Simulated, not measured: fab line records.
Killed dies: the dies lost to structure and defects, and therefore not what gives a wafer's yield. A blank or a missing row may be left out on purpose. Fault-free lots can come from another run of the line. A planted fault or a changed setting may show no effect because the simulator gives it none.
Problem report, 8D (eight disciplines) form, completed by code -- flow gf180mcu -- the parts of the form that need people (team, actions taken, sign-off) are left out

1. WHAT WENT WRONG
Wafers without a fault read 40.00 Torr, standard deviation 0.096; chamberPressureTorr at GF_V1_CVD_23 reads a mean of 38.42 Torr on 6 wafers belonging to 2 lots. That is -16 standard deviations from the usual mean.
The step: deposits W, target thk 350 nm, time 105.05 s.
Seen first at day 20 03:07 on cvdW-02, wafer L519.3. The record holds 42 wafers of 14 lots with a number at this step. Rule for "out", or "out of limits": more than 4 standard deviations from the usual mean. The rest of the wafers with a number are treated as sound.

2. WHAT IT IS, AND WHAT IT ISN'T
question,is,is not
which readings at this step,chamberPressureTorr,heaterPowerW
which lots,"L518, L519","L514, L515, L516, L517, L529, L531, L532, L533, L534, L535, L536, L537"
which wafers of those lots,all that have a number,-
read on which tools,cvdW-02,cvdW-01
when,from day 20 03:07,"up to then (12 sound wafers); but 24 sound wafers of L529, L531, L532, L533, L534, L535, L536, L537 came after"

3. WHAT RULES OUT EACH SUSPECT
Counting: a tool at a process step up to the reading stays a suspect if it ran every lot that is out and no sound lot after the first of them.
- cvdW-02 at GF_V1_CVD_23 (deposits W, target thk 350 nm, time 105.05 s): ruled out as a lasting fault. Sound lots L531, L533, L534, L535, L536 ran on it after its first lot that is out, L519 (day 20 03:07).
Left after counting: nothing in the record.

4. THE CAUSE (what the simulator had put in)
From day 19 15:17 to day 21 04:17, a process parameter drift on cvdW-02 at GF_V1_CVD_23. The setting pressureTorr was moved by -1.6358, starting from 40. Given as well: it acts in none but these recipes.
Counting ruled it out, wrongly.

5. THE EFFECT CHAIN, in route order
One row per reading whose mean, taken over the struck wafers that have a number, lies over 3 standard deviations from the usual. Only readings for which the record gives a usual standard deviation are gone through. hours: the time from each lot's start at the first step in this table that gives one to its start at this step, as a median over the lots. sigmas: the change in usual standard deviations.
hours,step,reading,usual,on struck wafers,change,sigmas
0,GF_V1_CVD_23,chamberPressureTorr,40.00 Torr,38.42,-1.58,-16
Here are the process steps it includes:
- GF_V1_CVD_23: deposits W, target thk 350 nm, time 105.05 s.
At these later measuring or inspecting steps, every struck wafer for which the step has a row has a number for every such reading, and none has moved that far: GF_V1_RS_MEAS_24.

6. HOW IT WOULD HAVE BEEN CAUGHT EARLIER
In this record no reading fell out of limits until day 20 03:07, 12 hours after the fault had begun at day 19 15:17.
